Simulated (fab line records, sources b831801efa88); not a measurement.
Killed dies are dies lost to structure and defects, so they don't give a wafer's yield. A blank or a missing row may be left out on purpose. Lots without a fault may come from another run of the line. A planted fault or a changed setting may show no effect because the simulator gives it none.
fab line records | flow sky130
record lots=5 wafers=12 last_day=52
route steps=708 shown LOCAL_INTERCONNECT@400 CONTACT@406 METAL1@434 PAD_OPEN@708
lots that met no fault: from a run of the same line without faults
start_h: hours from the record's first day to the start of the lot's first wafer shown | wait_h: hours since the lot's step before | " the same as in the row above | L1.1+2: a row that stands for several wafers | - no value, or no start given | * or withheld: withheld | < > ~ a bound
route shown NAME@n: a module of which the file shows steps, and the number in the route of the first | usual: mean/standard deviation of fault-free wafers | same: alike in all rows | chamber/n: place in a boat | sites: the reading at each site | _std_site: their standard deviation | _edge_site: outer sites' mean less inner sites' | radius_mm: how far each site lies from the wafer's centre | mask NAME#n: copy n | behind: the tool/chamber that last shaped the wafer | hold: why the lot was held/for how many hours/how that ended | device: the transistor (n, p or np) that didn't switch | end of line: the same wafers' tests at the end of the route | a step without rows: its recipe alone | killed: dies lost to structure and defects at the first sort, not the wafer's yield | map: a wafer's dies, x killed, . not, _ none there
set.NAME: the setting as run; set.NAME@STEP: as run at that earlier step | model.NAME: the simulator's own value behind a step, which no gauge read
lots at some steps of the route; a table a step, a row a wafer
services: from which hour (start_h, from the record's first day; less than 0 if before it) a tool's chamber was out of use, for how many hours, and why
## steps
# step SKY_LOCAL_INTERCONNECT_ETCH_13
# recipe chemistry=N2/H2 target=BARC ion_energy_ev=200 bias_w=100 pressure_mtorr=30 n2_flow_sccm=100 h2_flow_sccm=200 icp_w=500 stop_on=SiO2 time_s=45.9 target_depth_a=600
# step SKY_LOCAL_INTERCONNECT_METAL_ETCH_14
# recipe target_depth_nm=110 stop_on=PSG chemistry=Cl2/BCl3 target=TiN resist_sidewall_deg=88 pressure_mtorr=10 icp_w=900 bias_w=48.5 Cl2_flow_sccm=60 bcl3_flow_sccm=30 time_s=31.4
# step SKY_LOCAL_INTERCONNECT_STRIP_15
# recipe chemistry=O2/N2 power_w=1400 pressure_mtorr=1500 platen_temp_c=withheld o2_flow_sccm=3000 n2_flow_sccm=300 overash_fraction=0.5
# step SKY_LOCAL_INTERCONNECT_STRIP_16
# recipe chemistry=post_etch_residue_remover time_s=1200 temp_c=72.5
# step SKY_LOCAL_INTERCONNECT_CLEAN_17
# recipe chemistry=IPA time_s=180 temp_c=25
# step SKY_LOCAL_INTERCONNECT_CLEAN_18
# recipe chemistry=O3/DIW dry=n2_spin
# step SKY_CONTACT_CVD_00
# recipe material=Si3N4 target_thk_nm=75 temp_c=400 time_s=withheld rf_w=450
# step SKY_CONTACT_HDPCVD_02
# recipe material=SiO2 target_thk_nm=565 sigma_open_frac=0.3 time_s=94.2 temp_c=600 sih4_flow_sccm=60 pressure_mtorr=6
# step SKY_CONTACT_CMP_04
# recipe material=SiO2 down_force_psi=4 platen_rpm=60 pad_velocity_m_s=0.94248
# usual head_pressure_psi=4.000/0.0096 motor_current_A=12.4/1 time_to_endpoint_s=83/6.1
# columns lot.wafer tool chamber start_h wait_h head_pressure_psi motor_current_A time_to_endpoint_s model.SiO2_of_CONTACT_HDPCVD_02.thk_nm
L892.2 cmp-01 3 770.88 0.0 3.993 11.7 102 415.5
L892.6 " 0 " " 4.013 14.1 85 341.3
L891.1 cmp-01 1 771.28 0.1 4.016 11.3 106 418
L891.3 " 2 " " 3.989 14.1 86 344.3
L896.1 cmp-01 0 778.28 0.1 4.001 12.7 103 418.9
L896.3 " 2 " " 3.974 14.2 92 343.3
L898.1 cmp-01 2 904.27 0.1 3.992 14.2 89 340.7
L898.3 " 3 " " 3.986 11.8 82 338.6
L898.6 " 3 " " 3.971 12.6 77 338.4
L905.2 cmp-02 1 923.83 0.0 4.004 12.5 94 342
L905.1 " 3 " " 4.001 12.6 76 339.1
L905.3 " 0 " " 4.019 11.5 88 340.6
# step SKY_CONTACT_DEHYDRATE_06
# recipe temp_c=200 time_s=60
# step SKY_CONTACT_HMDS_07
# recipe prime_time_s=60 prime_temp_c=120
# step SKY_CONTACT_COAT_08
# recipe resist=BARC temp_c=withheld time_s=withheld spin_rpm=3000 resist_thk_nm=60
# step SKY_CONTACT_COAT_09
# recipe resist=KrF-thick spin_rpm=3000 resist_thk_nm=450
# step SKY_CONTACT_SOFTBAKE_10
# recipe temp_c=100 time_s=90 resist=KrF-thick
# step SKY_CONTACT_EXPOSE_11
# recipe mask_id=CTM1 na=0.8 source_shape=annular sigma_inner=0.55 sigma_outer=0.85 target_cd_nm=170 dose_mj=38
# step SKY_CONTACT_PEB_12
# recipe peb_temp_c=withheld peb_time_s=withheld resist=KrF-thick
# step SKY_CONTACT_DEVELOP_13
# recipe develop_time_s=60 resist=KrF-thick dev_temp_c=21
# step SKY_CONTACT_ETCH_16
# recipe chemistry=N2/H2 target=BARC ion_energy_ev=200 source_w=500 bias_w=100 pressure_mtorr=30 n2_flow_sccm=100 h2_flow_sccm=200 stop_on=SiO2 time_s=45.9 target_depth_a=600
# step SKY_CONTACT_ETCH_17
# recipe target=SiO2 chemistry=C4F8/O2/Ar stop_on=Si3N4 mask_material=KrF-thick source_w=1500 bias_w=1200 pressure_mtorr=40 c4f8_flow_sccm=withheld O2_flow_sccm=6 Ar_flow_sccm=300 time_s=withheld target_depth_a=3400
# usual oes_product_au=0.892/0.0051
# columns lot.wafer tool chamber start_h wait_h oes_product_au model.etch.depth_nm model.CONTACT.feature_depth_nm
L892.2 rie_diel-03 2 798.69 0.0 0.997 411.4 411.4
L892.6 " 3 " " 0.889 341.3 341.3
L891.1 rie_diel-01 2 799.62 0.0 1.003 410.2 410.2
L891.3 " 3 " " 0.899 344.3 344.3
L896.1 rie_diel-03 1 805.79 0.0 0.997 407.3 407.3
L896.3 " 3 " " 0.896 343.3 343.3
L898.1 rie_diel-01 2 929.64 0.0 0.901 340.7 340.7
L898.3 " 1 " " 0.890 338.6 338.6
L898.6 " 0 " " 0.895 338.4 338.4
L905.1 rie_diel-04 1 949.94 0.0 0.884 339.1 339.1
L905.2 " 2 " " 0.895 342 342
L905.3 " 0 " " 0.897 340.6 340.6
# step SKY_CONTACT_ETCH_18
# recipe target=Si3N4 chemistry=CHF3/O2 stop_on=TiN source_w=600 bias_w=200 pressure_mtorr=40 chf3_flow_sccm=50 O2_flow_sccm=5 time_s=39 target_depth_a=750
# step SKY_CONTACT_STRIP_19
# recipe chemistry=O2/N2 power_w=1400 pressure_mtorr=1500 platen_temp_c=withheld o2_flow_sccm=3000 n2_flow_sccm=300 overash_fraction=0.5
# step SKY_CONTACT_STRIP_20
# recipe chemistry=post_etch_residue_remover time_s=1200 temp_c=72.5
# step SKY_CONTACT_CLEAN_21
# recipe chemistry=IPA time_s=180 temp_c=25
# step SKY_CONTACT_CLEAN_22
# recipe chemistry=O3/DIW dry=n2_spin
# step SKY_CONTACT_SPUTTER_23
# recipe material=TiN target_thk_nm=20 chamber_pressure_pa=5 power_w=4000 time_s=80
# step SKY_CONTACT_CVD_24
# recipe material=W target_thk_nm=340 time_s=102.12 temp_c=400 pressure_torr=40
# step SKY_CONTACT_CMP_27
# recipe stop_on=SiO2 t_overpolish_s=15 down_force_psi=3.5 platen_rpm=60 target_thk_nm=0 pad_velocity_m_s=0.94248
# step SKY_METAL1_SPUTTER_00
# recipe material=Ti target_thk_nm=15 power_w=3000 time_s=10 chamber_pressure_pa=0.4
# step SKY_METAL1_SPUTTER_01
# recipe material=TiN target_thk_nm=20 power_w=6500 time_s=16.7 chamber_pressure_pa=0.4
# step SKY_METAL1_SPUTTER_02
# recipe material=AlCu target_thk_nm=250 power_w=10600 time_s=13.3 chamber_pressure_pa=0.4
# step SKY_METAL1_SPUTTER_03
# recipe material=Ti target_thk_nm=5 power_w=3000 time_s=3.3 chamber_pressure_pa=0.4
# step SKY_METAL1_SPUTTER_04
# recipe material=TiN target_thk_nm=70 power_w=6500 time_s=58.3 chamber_pressure_pa=0.4
# step SKY_METAL1_METAL_ETCH_19
# recipe target_depth_a=3600 stop_on=SiO2 over_etch_frac=0.3 time_s=78 chemistry=Cl2/BCl3 resist_sidewall_deg=88 pressure_mtorr=10 icp_w=900 bias_w=48.5 Cl2_flow_sccm=60 bcl3_flow_sccm=30
# usual drypump_motor_current_A=5.5/0.31 oes_product_au=0.853/0.0063 throttle_valve_pct=22.265/0.0094
# columns lot.wafer tool chamber start_h wait_h drypump_motor_current_A oes_product_au rf_hours_counter_h throttle_valve_pct model.SiO2_of_CONTACT_HDPCVD_02.thk_nm
L892.2 rie_metal-01 0 827.75 0.0 5.0 0.851 13 22.265 401.7
L892.6 " 1 " " 5.3 0.852 - 22.265 326.9
L891.1 rie_metal-02 0 828.10 0.0 5.9 0.854 8 22.264 404
L891.3 " 1 " " 5.5 0.856 - 22.259 330.1
L896.1 rie_metal-01 1 834.47 0.1 5.3 0.849 7 22.250 404.4
L896.3 " 1 " " 5.3 0.856 - 22.272 328.8
L898.1 rie_metal-02 1 957.50 0.0 5.5 0.848 16 22.289 326.4
L898.3 " 1 " " 5.5 0.849 - 22.262 324.4
L898.6 " 1 " " 5.5 0.852 - 22.270 324.2
L905.1 rie_metal-02 0 977.60 0.0 5.9 0.849 15 22.284 325.3
L905.2 " 1 " " 5.5 0.850 18 22.254 327.7
L905.3 " 0 " " 5.9 0.847 - 22.272 326.8
# step SKY_PAD_OPEN_PROBE_99
# usual killed_at_M0_to_M3=45/6.3 killed_at_M4_up=2.8/1.6 killed_at_contacts=24/5.1 killed_at_front_end=14/4.4 killed_at_other=0.4/0.73 killed_dies=86/9 killed_on_rim=17/3.8 killed_open=47/7.8 killed_short=39/6.6
# same gross_dies=492 killed_at_back_side=0
# columns lot.wafer tool chamber start_h wait_h killed_at_M0_to_M3 killed_at_M4_up killed_at_contacts killed_at_front_end killed_at_other killed_dies killed_on_rim killed_open killed_short
L892.2 prober-02 - 1139.65 0.1 41 2 141 15 0 199 19 41 39
L892.6 prober-02 - 1139.85 0.2 41 3 24 17 0 85 18 47 37
L891.1 prober-01 - 1139.90 0.3 30 2 131 24 1 188 37 44 37
L891.3 prober-01 - 1140.00 0.4 62 2 17 22 0 103 21 58 44
L896.1 prober-01 - 1147.54 0.1 43 3 201 20 2 269 63 53 39
L898.1 prober-01 - 1229.03 0.1 39 3 21 13 0 76 15 45 31
L898.3 prober-01 - 1229.13 0.2 47 5 13 16 0 81 19 38 43
L898.6 prober-01 - 1229.28 0.2 49 2 22 8 1 82 19 39 43
L905.1 prober-01 - 1241.43 0.1 47 2 25 13 1 88 18 47 40
L905.2 prober-01 - 1241.48 0.1 41 2 31 13 0 87 22 53 34
L905.3 prober-01 - 1241.53 0.2 38 8 18 15 0 79 15 40 39
# killed by level:class
L892.2 CONTACT:area_cmp=119 FIELD_ISO:geometric_particle:short=7 CONTACT:geometric_particle:open=7 VIA2:geometric_particle:open=7 VIA3:geometric_particle:open=7 LI_CONTACT:geometric_particle:open=6 METAL3:geometric_particle:short=6 VIA1:geometric_particle:open=5
L892.6 VIA1:geometric_particle:open=10 LI_CONTACT:geometric_particle:open=8 FIELD_ISO:geometric_particle:short=7 VIA2:geometric_particle:open=7 METAL1:geometric_particle:short=6 CONTACT:geometric_particle:open=6 VIA3:geometric_particle:open=5 VIA1:geometric_particle:short=4
L891.1 CONTACT:area_cmp=105 CONTACT:geometric_particle:open=11 VIA1:geometric_particle:open=8 FIELD_ISO:geometric_particle:short=7 FIELD_ISO:geometric_particle:open=5 VIA1:geometric_particle:short=5 LI_CONTACT:geometric_particle:open=5 POLY_GATE:geometric_particle:open=4
L891.3 VIA1:geometric_particle:open=17 METAL1:geometric_particle:short=9 FIELD_ISO:geometric_particle:open=8 METAL2:geometric_particle:short=8 VIA3:geometric_particle:open=7 FIELD_ISO:geometric_particle:short=6 LI_CONTACT:geometric_particle:open=5 VIA2:geometric_particle:open=5
L896.1 CONTACT:area_cmp=177 VIA1:geometric_particle:open=9 POLY_GATE:geometric_particle:open=7 LI_CONTACT:geometric_particle:open=7 CONTACT:geometric_particle:open=7 VIA2:geometric_particle:open=7 LOCAL_INTERCONNECT:geometric_particle:short=5 VIA1:geometric_particle:short=5
L898.1 VIA2:geometric_particle:open=8 VIA1:geometric_particle:open=7 LI_CONTACT:geometric_particle:open=7 CONTACT:geometric_particle:open=6 VIA3:geometric_particle:open=5 CONTACT:geometric_particle:short=5 METAL1:geometric_particle:short=5 FIELD_ISO:geometric_particle:open=4
L898.3 VIA1:geometric_particle:open=12 FIELD_ISO:geometric_particle:short=7 VIA2:geometric_particle:open=7 METAL1:geometric_particle:short=6 METAL2:geometric_particle:short=6 VIA3:geometric_particle:open=5 POLY_GATE:geometric_particle:short=4 LI_CONTACT:geometric_particle:open=3
L898.6 VIA1:geometric_particle:open=10 METAL3:geometric_particle:short=7 VIA2:geometric_particle:open=7 VIA3:geometric_particle:open=7 LOCAL_INTERCONNECT:geometric_particle:short=6 LI_CONTACT:geometric_particle:open=5 CONTACT:geometric_particle:open=5 METAL2:geometric_particle:short=5
L905.1 VIA2:geometric_particle:open=11 CONTACT:geometric_particle:open=10 CONTACT:geometric_particle:short=8 FIELD_ISO:geometric_particle:open=6 METAL2:geometric_particle:short=6 VIA1:geometric_particle:short=5 VIA3:geometric_particle:open=5 POLY_GATE:geometric_particle:short=4
L905.2 CONTACT:geometric_particle:open=13 VIA2:geometric_particle:open=9 LI_CONTACT:geometric_particle:open=7 VIA3:geometric_particle:open=7 CONTACT:geometric_particle:short=6 VIA1:geometric_particle:open=6 FIELD_ISO:geometric_particle:short=4 LI_CONTACT:geometric_particle:short=4
L905.3 VIA1:geometric_particle:open=9 VIA2:geometric_particle:open=7 CONTACT:geometric_particle:open=7 METAL2:geometric_particle:short=7 METAL4:geometric_particle:short=7 FIELD_ISO:geometric_particle:open=6 METAL1:geometric_particle:short=5 LOCAL_INTERCONNECT:geometric_particle:short=4
# map L891.1 (x killed, . not)
__________x....x.x.x_________
________.x....x.x..x.._______
______...x....x......xx._____
_____....xx.x.xxx........____
____x.x............x...x..___
___x..............x.......x__
__xx......x.......x.....xx.._
_.......x...xx.x..x.xx.x...x.
_....x..x..x.x...x..x....xxxx
_xxx.x.xxxx..x..x..xx.x...x.x
_xx..x.xx.xxxx.x.......xxx...
_xx....xxxx.xxxxx..x......x..
_xxx.xxxxx.x.xx...x.x.xxx.x.x
_xx.xxx.xxx....x.xxx...x.xx.x
_xxxxxxx.xxxx..xxx.x.x..xxxxx
__x.xxxx.xx.........xxx.x..._
___xx.xx.x..xx....xxx..x...__
____.x.x.x.x...x...x.xx.x.___
_____..x.xx..........x.xx____
______x...............x._____
________...x.....x...._______
__________...x......_________
# map L892.2 (x killed, . not)
__________.x........_________
________......x..x...._______
______..xx.........x..x._____
_____.......xx..x...x....____
____......x...x...........___
___..x....x..x..xx...xx...x__
__x..x.x....xx.xxx.x.xx..x.._
_.......x...xxxxxx.x.xx..x..x
_...x...x.xxxxxxxxx.xxx.x....
_.....x.xx.xxxxxxxx.xxx.x..x.
_.......xx.x.xxxxxxxxxxx.x...
_...xx..xxxxx.xxxxxxx....x...
_...x....xxx.xx.xxxxx.......x
_.......xxxxxxxxxx.x.xx.....x
_...x.x.x.xxxxxxxx.xx......xx
__x..x..xxx.xxxxxxxxx....xx._
___....x.xxxxxxxxxxxx...xxx__
____.....xxx..xx..xxx.....___
_____.x..x....x.x.x......____
______..........x....x.._____
________.x......x.x..._______
__________..x...x..._________
## services
# columns tool chamber start_h hours kind
cmp-01 - 755.46 5.4 pm
rie_metal-02 0 771.32 8.5 repair
rie_diel-04 - 790.00 60.6 repair
rie_diel-04 2 791.94 9.3 repair
rie_diel-01 3 799.99 11.3 repair
cmp-01 - 812.68 3.9 repair
rie_metal-01 - 824.85 2.8 pm
rie_metal-01 0 829.20 5.3 repair
rie_metal-02 - 831.80 1.4 pm
cmp-01 - 862.59 4.8 pm
rie_diel-01 - 865.96 28.1 pm
rie_metal-01 - 869.76 0.3 repair
rie_metal-01 - 889.09 1.4 pm
cmp-02 - 891.02 7.2 pm
cmp-02 - 898.27 6.8 pm
rie_metal-01 - 903.75 2.5 repair
cmp-01 - 912.03 4.0 pm
rie_diel-01 3 913.95 52.3 repair
cmp-01 - 916.03 - consumable_replace:conditioner
cmp-01 - 916.03 - consumable_replace:pad
rie_metal-02 - 918.26 0.2 repair
rie_diel-01 2 918.30 4.0 repair
rie_diel-04 - 956.41 1.5 repair
rie_diel-03 1 957.67 6.3 repair
## key
first_sign step=SKY_CONTACT_CMP_04 reading=time_to_endpoint_s direction=up sigmas=3.5 usual=* struck=*
effect step=SKY_CONTACT_ETCH_17 reading=oes_product_au direction=up sigmas=21 usual=0.892 struck=0.999
effect step=SKY_PAD_OPEN_PROBE_99 reading=killed_at_contacts direction=up sigmas=26 usual=24 struck=158
model_effect step=SKY_CONTACT_CMP_04 value=SiO2_of_CONTACT_HDPCVD_02.thk_nm without=340.7 struck=417.5
model_effect step=SKY_CONTACT_ETCH_17 value=etch.depth_nm without=340.7 struck=409.6
model_effect step=SKY_METAL1_METAL_ETCH_19 value=SiO2_of_CONTACT_HDPCVD_02.thk_nm without=326.6 struck=403.4
more_kills_born_at SKY_CONTACT_CMP_04@cmp-01=401
met_at SKY_CONTACT_CMP_04
struck_wafers L891.1,L892.2,L896.1
tester_left_out L891,L892,L896
fault kind=process_parameter_drift tool=cmp-01 chamber=- onset_h=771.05 steps=SKY_CONTACT_CMP_04 channel=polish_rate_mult offset=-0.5 shape=step end_h=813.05 scope=struck_wafers_only
# tester_left_out: of these lots the tester's yield and bins aren't shown, on N5 and GAA mostly nor the transistor test; their killed dies are dies lost to structure and defects alone, not to doping, threshold or leakage, so they don't give the yield
